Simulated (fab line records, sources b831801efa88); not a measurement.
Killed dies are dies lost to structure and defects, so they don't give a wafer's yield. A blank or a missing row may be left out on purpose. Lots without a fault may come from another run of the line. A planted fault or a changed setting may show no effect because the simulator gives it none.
A struck lot beside a sound one | flow sky130 | 16 steps out of a route of 708
Sound: wafers L234.3, L234.5, L234.6. Struck: wafers L245.3, L245.5. (L245.6 of the same lot was not struck and is left out.) The cause comes at the end.
At each step with rows: each side's tool, then ch and its chambers, then its first start. Under that, the readings that differ: sound wafers | struck wafers | difference of the means | sigmas: that difference in standard deviations of wafers without a fault.
alike: readings whose means differ by less than 2 such deviations, and words and numbers that are the same on both sides. not compared: withheld readings, readings that some wafer has no value for, bounds like >300 that may hide the same value, and numbers for which the record gives no deviation and whose values overlap.
The two part at a step that has a row with sigmas, a row that says differs or no value, or rows on one side only. Numbers that don't overlap but have no deviation are shown without sigmas and don't part them. A reading that every wafer of one side lacks parts them only if that side has two wafers or more.

first, 3 steps without rows for these wafers: SKY_LI_CONTACT_EXPOSE_09 (exposes mask LICM1, target cd 170 nm); SKY_LI_CONTACT_PEB_10; SKY_LI_CONTACT_DEVELOP_11 (develop time 60 s).
SKY_LI_CONTACT_CD_MEAS_12: target cd 170 nm.
  sound on cd_sem-02, day 30 06:29; struck on cd_sem-01, day 34 11:16
  alike: cd_nm
SKY_LI_CONTACT_OVL_MEAS_13:
  sound on overlay-02, day 30 06:35; struck on overlay-01, day 34 11:22
  alike: LI_CONTACT_OVL
SKY_LI_CONTACT_ETCH_14: etches BARC in N2/H2, stops on SiO2, time 45.9 s, target depth 60 nm.
  sound on rie_diel-01 ch 0,2, day 30 06:38; struck on rie_diel-04 ch 1,2, day 34 11:23
  alike: drypump_motor_current_A, oes_product_au, rf_fwd_power_W, throttle_valve_pct
  not compared: rf_hours_counter_h
SKY_LI_CONTACT_ETCH_15: etches PSG in C4F8/O2/Ar, stops on Si, target depth 600 nm.
  sound on rie_diel-01 ch 0,2, day 30 06:43; struck on rie_diel-04 ch 1,2, day 34 11:25
  alike: oes_product_au, rf_fwd_power_W
SKY_LI_CONTACT_STRIP_16: strips in O2/N2.
  sound on plasma_asher-02 ch 0,1, day 30 06:50; struck on plasma_asher-02 ch 0,1, day 34 11:32
  alike: drypump_motor_current_A, oes_product_au, strip_time_to_endpoint_s
  not compared: rf_hours_counter_h
then, 3 steps without rows for these wafers: SKY_LI_CONTACT_CLEAN_17 (cleans in NMP, time 600 s); SKY_LI_CONTACT_PRE_CLEAN_18 (time 5.6 s); SKY_LI_CONTACT_SPUTTER_19 (material Ti, target thk 20 nm, time 106.37 s).
SKY_LI_CONTACT_SPUTTER_20: material TiN, target thk 20 nm, time 80 s.
  sound on pvd_sputter-03, day 30 07:11; struck on pvd_sputter-03, day 34 11:53
  alike: chamber_pressure_pa, throttle_valve_pct
SKY_LI_CONTACT_CVD_21: deposits W, target thk 400 nm, time 120.56 s.
  sound on cvd_w-01 ch 0,1, day 30 07:17; struck on cvd_w-01 ch 0,1, day 34 11:59
  reading                                  | sound             | struck      | difference | sigmas
  model.W_of_LI_CONTACT_CVD_21.thk_nm (nm) | 390.1 390.7 390.1 | 411.7 409.3 | +20.2      |
  alike: heater_power_w
  not compared: since_wet_clean_h
SKY_LI_CONTACT_RS_MEAS_22: measures by four-point-probe.
  sound on film_metro-02, day 30 07:25; struck on film_metro-02, day 34 12:07
  reading                  | sound             | struck      | difference | sigmas
  LI_CONTACT_W_RS (ohm/sq) | 0.291 0.291 0.291 | 0.276 0.277 | -0.014     | -5
SKY_LI_CONTACT_THK_MEAS_23: measures by xrf.
  sound on film_metro-02, day 30 07:31; struck on film_metro-02, day 34 12:13
  reading               | sound       | struck  | difference | sigmas
  LI_CONTACT_W_THK (nm) | 384 387 386 | 411 404 | +22        | +5
SKY_LI_CONTACT_CMP_24: polishes, stops on PSG, t overpolish 20 s, target thk 0 nm.
  sound on cmp-01 ch 2,3, day 30 07:33; struck on cmp-01 ch 1,3, day 34 12:24
  alike: motor_current_A, overpolish_run_s, time_to_endpoint_s

WHERE THEY PART
First at SKY_LI_CONTACT_RS_MEAS_22; last, within this record, at SKY_LI_CONTACT_THK_MEAS_23. Later steps at which nothing parts them and some readings are alike: SKY_LI_CONTACT_CMP_24.

WHY: what the simulator had put in
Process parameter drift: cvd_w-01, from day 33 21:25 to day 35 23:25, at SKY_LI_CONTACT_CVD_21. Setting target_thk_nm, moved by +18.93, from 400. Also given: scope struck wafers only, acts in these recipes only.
